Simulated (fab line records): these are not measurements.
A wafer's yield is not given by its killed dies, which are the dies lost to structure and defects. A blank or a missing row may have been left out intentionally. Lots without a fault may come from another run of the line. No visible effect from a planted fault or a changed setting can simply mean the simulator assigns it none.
8D (eight disciplines) problem report, filled in by code || flow sfq line || the parts of the form that need people (team, actions taken, sign-off) are left out

1. THE ISSUE
A mean of 117.3 s is read at SFQ_TRILAYER_M1_ETCH_METAL_ETCH_042 for run length s, taken on 1 wafer of 1 lot, against 148.2 s (standard deviation 0.38) on wafers free of any fault. Relative to the usual mean, that is a shift of -81 standard deviations.
The step: etches Nb in Cl2/Ar, stops on SiO2, target depth 240 nm, time 120 s.
Earliest sighting: wafer L518.3 on rie metal-04 at day 17 13:18. The record has a number at this step for 15 wafers belonging to 5 lots. Rule for "out", or "out of limits": more than 4 standard deviations from the usual mean. All remaining wafers that have a number are taken as sound.

2. WHAT IT IS AND WHAT IT IS NOT
{"question": "which readings at this step", "is": "run length s, oes product au", "is not": "chamber pressure mTorr, drypump motor current A"}
{"question": "which lots", "is": "L518", "is not": "L512, L516, L519, L527"}
{"question": "which wafers of those lots", "is": "L518.3", "is not": "L518.2, L518.4"}
{"question": "read on which tools", "is": "rie metal-04", "is not": "rie metal-02, rie metal-03"}
{"question": "when", "is": "from day 17 13:18", "is not": "up to then (8 sound wafers); but 6 sound wafers of L519, L527 came after"}

3. THE SUSPECTS, EACH WITH WHAT RULES IT OUT
Counting: any tool at a process step up to the reading remains a suspect provided it ran every lot that is out. Sound lots after the first of them don't rule it out here, since some wafers of a struck lot are sound.
- rie metal-04 at SFQ_TRILAYER_M1_BARC_OPEN_METAL_ETCH_054 (etches BARC in O2, target depth 125 nm, time 41.7 s): kept. It processed L518, the lot that is out, at day 17 13:14, and its most recent sound lot before then was L512 at day 15 13:14.
- rie metal-04 at SFQ_TRILAYER_M1_ETCH_METAL_ETCH_042 (etches Nb in Cl2/Ar, stops on SiO2, target depth 240 nm, time 120 s): kept. It processed L518, the lot that is out, at day 17 13:18, and its most recent sound lot before then was L512 at day 15 13:18. Its own oes product au, run length s readings are out on those wafers.
- Within rie metal-04 at SFQ_TRILAYER_M1_BARC_OPEN_METAL_ETCH_054: the wafers that are out ran in chamber 1; their sound lot-mates ran in chamber 0.
- Within rie metal-04 at SFQ_TRILAYER_M1_ETCH_METAL_ETCH_042: the wafers that are out ran in chamber 1; their sound lot-mates ran in chamber 0.
Left after counting: rie metal-04 at SFQ_TRILAYER_M1_BARC_OPEN_METAL_ETCH_054, rie metal-04 at SFQ_TRILAYER_M1_ETCH_METAL_ETCH_042.

4. THE CAUSE (what the simulator had put in)
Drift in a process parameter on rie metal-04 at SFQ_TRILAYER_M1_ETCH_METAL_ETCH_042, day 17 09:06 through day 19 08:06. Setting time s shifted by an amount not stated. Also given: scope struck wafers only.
2 suspects survive the count, and this tool is in that group.

5. THE CHAIN OF EFFECTS, in route order
Rows list readings where the struck wafers' mean (over those with a number) sits beyond 3 standard deviations from the usual. Readings are gone through only where the record gives a usual standard deviation; hours: the median, over the lots, of the time from a lot's start at the first step in this table giving one to that lot's start at this step; sigmas: the change measured in usual standard deviations.
{"hours": 0, "step": "SFQ_TRILAYER_M1_ETCH_METAL_ETCH_042", "reading": "oes product au", "usual": "0.893 a.u.", "on struck wafers": 1.010, "change": "+0.117", "sigmas": "+15"}
{"hours": 0, "step": "SFQ_TRILAYER_M1_ETCH_METAL_ETCH_042", "reading": "run length s", "usual": "148.2 s", "on struck wafers": 117.3, "change": -30.9, "sigmas": -81}
Here are the process steps it includes:
- SFQ_TRILAYER_M1_ETCH_METAL_ETCH_042: etches Nb in Cl2/Ar, stops on SiO2, target depth 240 nm, time 120 s.
Readings that are blank on the struck wafers while sound wafers have them: rf fwd power W at SFQ_TRILAYER_M1_ETCH_METAL_ETCH_042.
Later measuring or inspecting steps at which every struck wafer that the step has a row for has a number for every such reading, and none has moved that far: SFQ_I1_BOW_MEAS_912, SFQ_I1_OVL_MEAS_913, SFQ_M2_RS_MEAS_914, SFQ_M2_OVL_MEAS_916, SFQ_M8_BOW_MEAS_951.

6. WHAT WOULD HAVE CAUGHT IT SOONER
In this record no reading fell out of limits until day 17 13:18, 4 hours after the fault had begun at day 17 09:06.
